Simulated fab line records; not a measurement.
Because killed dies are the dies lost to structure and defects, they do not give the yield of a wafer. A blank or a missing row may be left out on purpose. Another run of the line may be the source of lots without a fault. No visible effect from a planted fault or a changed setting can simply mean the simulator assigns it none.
The tool behind it: which one? ; flow sky130 ; 42 wafers from 14 lots sampled at 5 of the route's 708 steps

## WHAT THE GAUGES READ, wafer by wafer
SKY_CAPM_OVL_MEAS_12.
lot;measured;on;CAPM_OVL (nm)
L849;day 37 23:08;overlay-01;-0.3 -1.1 -0.3
L850;day 38 04:26;overlay-01;-1.1 -0.2 -0.9
L851;day 38 07:45;overlay-01;0.0 -0.4 0.6
L853;day 38 18:50;overlay-02;-2.6 -0.9 -1.0
L852;day 39 07:21;overlay-02;1.2 0.3 -0.7
L855;day 39 21:31;overlay-01;0.1 -0.3 0.3
L856;day 40 12:13;overlay-02;-1.1 -3.8 -0.8
L857;day 40 16:57;overlay-02;3.1 -0.8 -0.1
L858;day 41 05:15;overlay-02;0.1 -0.2 -2.1
L865;day 42 14:24;overlay-02;1.3 1.8 2.8
L867;day 42 20:47;overlay-02;-1.4 -1.6 -3.2
L868;day 43 01:06;overlay-01;-0.1 -0.3 -0.8
L869;day 43 08:32;overlay-01;-1.0 0.2 -1.6
L871;day 44 09:47;overlay-01;0.4 0.2 0.1

SKY_METAL3_CD_MEAS_13: the cd target is 300 nm.
lot;measured;on;cd-nm (nm)
L849;day 39 00:51;cd-sem-01;300.2 299.4 300.2
L850;day 39 06:16;cd-sem-01;302.0 300.2 301.8
L851;day 39 08:59;cd-sem-02;298.1 298.4 298.3
L853;day 39 19:55;cd-sem-02;304.3 305.2 303.7
L852;day 40 08:27;cd-sem-02;298.1 298.8 299.3
L855;day 40 22:29;cd-sem-02;297.4 298.1 298.5
L856;day 41 12:13;cd-sem-02;299.1 298.1 300.1
L857;day 41 17:26;cd-sem-02;297.3 298.1 297.3
L858;day 42 05:44;cd-sem-02;302.0 301.3 300.4
L865;day 43 14:29;cd-sem-01;300.9 301.4 301.2
L867;day 43 21:01;cd-sem-01;298.0 300.9 261.8
L868;day 44 00:45;cd-sem-02;300.0 261.4 261.9
L869;day 44 07:28;cd-sem-02;299.2 300.0 300.4
L871;day 45 07:53;cd-sem-02;299.9 298.5 299.8

## TOOL THAT RAN EACH LOT (tool first, then ch and the chambers of the sampled wafers, then the start)
lot;SKY_VIA2_SPUTTER_20;SKY_METAL3_SPUTTER_01;SKY_METAL3_EXPOSE_10
L849;pvd-sputter-03, day 36 21:07;pvd-sputter-02, day 36 21:49;krf-scanner-02 ch 0, day 38 11:58
L850;pvd-sputter-02, day 37 01:55;pvd-sputter-04, day 37 02:37;krf-scanner-01 ch 0, day 38 17:22
L851;pvd-sputter-02, day 37 05:19;pvd-sputter-01, day 37 06:01;krf-scanner-01 ch 0, day 38 20:18
L853;pvd-sputter-03, day 37 17:05;pvd-sputter-02, day 37 17:47;krf-scanner-02 ch 0, day 39 08:38
L852;pvd-sputter-02, day 38 06:09;pvd-sputter-01, day 38 06:50;krf-scanner-02 ch 0, day 39 19:23
L855;pvd-sputter-02, day 38 21:31;pvd-sputter-01, day 38 22:13;krf-scanner-01 ch 0, day 40 11:16
L856;pvd-sputter-03, day 39 10:52;pvd-sputter-02, day 39 11:34;krf-scanner-01 ch 0, day 41 00:46
L857;pvd-sputter-01, day 39 16:05;pvd-sputter-02, day 39 16:47;krf-scanner-02 ch 0, day 41 07:13
L858;pvd-sputter-01, day 40 04:37;pvd-sputter-01, day 40 05:19;krf-scanner-01 ch 0, day 41 17:00
L865;pvd-sputter-02, day 41 14:04;pvd-sputter-01, day 41 14:47;krf-scanner-02 ch 0, day 43 03:05
L867;pvd-sputter-02, day 41 21:22;pvd-sputter-01, day 41 22:04;krf-scanner-02 ch 0, day 43 10:26
L868;pvd-sputter-02, day 42 00:49;pvd-sputter-01, day 42 01:31;krf-scanner-02 ch 0, day 43 13:56
L869;pvd-sputter-01, day 42 08:20;pvd-sputter-04, day 42 09:10;krf-scanner-01 ch 0, day 43 19:31
L871;pvd-sputter-03, day 43 10:25;pvd-sputter-02, day 43 11:07;krf-scanner-01 ch 0, day 44 20:19
- SKY_VIA2_SPUTTER_20: material TiN, target thk 20 nm, time 80 s.
- SKY_METAL3_SPUTTER_01: material TiN, target thk 20 nm, time 16.7 s.
- SKY_METAL3_EXPOSE_10: exposes mask MM3, target cd 300 nm.

## AS READ BY THE TOOLS THEMSELVES (means over the sampled wafers that have a number; for cases with no such wafer, the mark the record gives instead)
SKY_VIA2_SPUTTER_20.
lot;tool;throttle-valve-pct (%)
L849;pvd-sputter-03;29.5
L850;pvd-sputter-02;29.8
L851;pvd-sputter-02;29.9
L853;pvd-sputter-03;30.0
L852;pvd-sputter-02;30.2
L855;pvd-sputter-02;30.1
L856;pvd-sputter-03;30.2
L857;pvd-sputter-01;28.9
L858;pvd-sputter-01;30.5
L865;pvd-sputter-02;30.1
L867;pvd-sputter-02;30.8
L868;pvd-sputter-02;30.1
L869;pvd-sputter-01;30.3
L871;pvd-sputter-03;29.6

SKY_METAL3_SPUTTER_01.
lot;tool;throttle-valve-pct (%)
L849;pvd-sputter-02;30.3
L850;pvd-sputter-04;28.5
L851;pvd-sputter-01;29.0
L853;pvd-sputter-02;30.2
L852;pvd-sputter-01;30.5
L855;pvd-sputter-01;30.5
L856;pvd-sputter-02;30.6
L857;pvd-sputter-02;30.2
L858;pvd-sputter-01;29.5
L865;pvd-sputter-01;29.8
L867;pvd-sputter-01;30.3
L868;pvd-sputter-01;29.7
L869;pvd-sputter-04;30.9
L871;pvd-sputter-02;30.4

## THE ANSWER, worked out from the rows above alone
Rule: the usual values come from the lots themselves. The widest of any qualifying gaps counts: lots, ordered by their means at a reading, are off when they make up no more than a third of the lots, leave a main group of 4 or more, and stand apart from it by 3 or more times the standard deviation of that group's means. A main group whose means are all the same, to the digits that the tables above print for the reading, isn't used. A lot without any number at a reading at which 4 lots or more have one is off too. The other lots that the step has rows for count as sound. The gauges are gone through in route order, then the tools' own readings, and for those a lot's mean is taken as printed above. The first step at which some lot is off is used, and at that step the reading that is off furthest; a lot without a number counts as furthest.
Off at SKY_METAL3_CD_MEAS_13 (cd-nm): L867, L868. For the main group the mean is 299.9 nm and the standard deviation 1.8.
If a tool, at a process step before that reading, ran all the lots that are off and no sound lot after the first of them, it fits. Gauges at SKY_METAL3_CD_MEAS_13: tried the same way as those tools. Can't be told from this: 3 tools fit, pvd-sputter-02 at SKY_VIA2_SPUTTER_20, pvd-sputter-01 at SKY_METAL3_SPUTTER_01, krf-scanner-02 at SKY_METAL3_EXPOSE_10.

## WHAT THE SIMULATOR HAD PUT IN
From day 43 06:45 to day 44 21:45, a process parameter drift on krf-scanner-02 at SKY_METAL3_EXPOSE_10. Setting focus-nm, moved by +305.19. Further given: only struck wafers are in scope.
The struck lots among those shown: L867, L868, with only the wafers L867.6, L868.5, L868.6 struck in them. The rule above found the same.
